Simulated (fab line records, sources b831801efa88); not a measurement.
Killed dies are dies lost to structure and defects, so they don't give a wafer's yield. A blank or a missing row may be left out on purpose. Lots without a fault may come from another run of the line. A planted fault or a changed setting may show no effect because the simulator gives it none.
One fault seen from 2 desks | flow sky130 | each desk has only its own numbers; what lay behind them comes last

THE METROLOGY DESK
What the gauges read, lot by lot, whatever tool the lot ran on: means of the sampled wafers that have a number. A lot is out of limits, marked OUT, if its mean lies more than 4 standard deviations from the usual mean; the brackets give that distance.
Columns: A = VIA1_W_RS at SKY_VIA1_RS_MEAS_22, usual 0.427 ohm/sq; B = VIA1_W_THK at SKY_VIA1_THK_MEAS_23, usual 269 nm
lot  | first seen here | A     | B
L953 | day 34 19:09    | 0.429 | 267
L959 | day 37 13:56    | 0.424 | 270
L965 | day 39 02:37    | 0.425 | 272
L970 | day 40 05:02    | 0.430 | 267
L971 | day 40 11:23    | 0.433 | 267
L974 | day 41 01:44    | 0.426 | 272
This desk's finding: nothing out of limits on any of the 6 lots.

THE TOOL OWNER'S DESK: pvd_sputter-01
The tool's own readings at SKY_METAL2_SPUTTER_03 (material Ti, target thk 5 nm, time 3.3 s): means of the sampled wafers that have a number, for each lot that ran on this tool. A lot is out of limits, marked OUT, if its mean lies more than 4 standard deviations from the usual mean; the brackets give that distance.
Columns: A = chamber_pressure_pa at SKY_METAL2_SPUTTER_03, usual 0.4000 Pa; B = throttle_valve_pct at SKY_METAL2_SPUTTER_03, usual 30.4 %
lot  | first seen here | A      | B
L953 | day 34 19:40    | 0.3996 | 30.3
L959 | day 37 14:29    | 0.3991 | 30.0
L965 | day 39 03:10    | 0.4003 | 30.1
L970 | day 40 05:50    | 0.4004 | 30.1
This desk's finding: nothing out of limits on any of the 4 lots.

PUT TOGETHER
The metrology desk saw nothing out of limits.
The tool owner's desk saw nothing out of limits.

WHAT THE SIMULATOR HAD PUT IN
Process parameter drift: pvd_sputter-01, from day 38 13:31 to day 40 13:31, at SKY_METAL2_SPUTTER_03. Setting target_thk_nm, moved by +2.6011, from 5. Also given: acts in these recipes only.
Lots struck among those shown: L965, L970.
